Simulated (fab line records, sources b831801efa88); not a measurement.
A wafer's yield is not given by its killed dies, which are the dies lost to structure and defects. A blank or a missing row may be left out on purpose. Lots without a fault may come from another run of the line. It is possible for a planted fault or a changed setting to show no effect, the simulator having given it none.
One fault seen from 2 desks	flow sfq-line	each desk has only its own numbers; what lay behind them comes last

== THE TOOL OWNER'S DESK: litho-track-04 ==
The tool's own readings at SFQ_TRILAYER_M5_LITHO_COAT_128 (resist thk 62 nm): means of the sampled wafers that have a number, for each lot that ran on this tool. Marked OUT: a lot whose mean sits more than 4 standard deviations from the usual mean, which makes it out of limits; the brackets give that distance.
Columns: A = resist-line-temp-C at SFQ_TRILAYER_M5_LITHO_COAT_128, usual 23.00 C
lot	first seen here	A
L962	day 56 13:04	23.02
L966	day 57 05:48	23.09
L968	day 57 14:09	23.10
L969	day 57 16:27	23.00
L981	day 60 15:28	23.05
L982	day 60 21:28	22.91
This desk's verdict: no lot among the 6 shows anything out of limits.

== METROLOGY DESK ==
What the gauges read for every lot (on any tool): the sampled wafers with a number, averaged. Marked OUT: a lot whose mean sits more than 4 standard deviations from the usual mean, which makes it out of limits; the brackets give that distance.
Columns: A = I4_BOW at SFQ_I4_BOW_MEAS_927, usual 0 um
lot	first seen here	A
L960	day 41 15:52	3
L961	day 42 10:38	5
L962	day 44 11:25	11
L966	day 45 11:27	2
L967	day 45 14:26	6
L968	day 45 17:26	-14
L969	day 45 20:23	-5
L970	day 45 23:26	3
L974	day 47 13:26	4
L975	day 47 17:25	2
L978	day 48 02:38	-2
L981	day 48 14:37	-15
L982	day 48 20:23	6
L983	day 49 14:59	-3
This desk's verdict: no lot among the 14 shows anything out of limits.

== BROUGHT TOGETHER ==
The desk of the tool owner found nothing out of limits.
Metrology desk: nothing out of limits seen.

== WHAT THE SIMULATOR HAD PUT IN ==
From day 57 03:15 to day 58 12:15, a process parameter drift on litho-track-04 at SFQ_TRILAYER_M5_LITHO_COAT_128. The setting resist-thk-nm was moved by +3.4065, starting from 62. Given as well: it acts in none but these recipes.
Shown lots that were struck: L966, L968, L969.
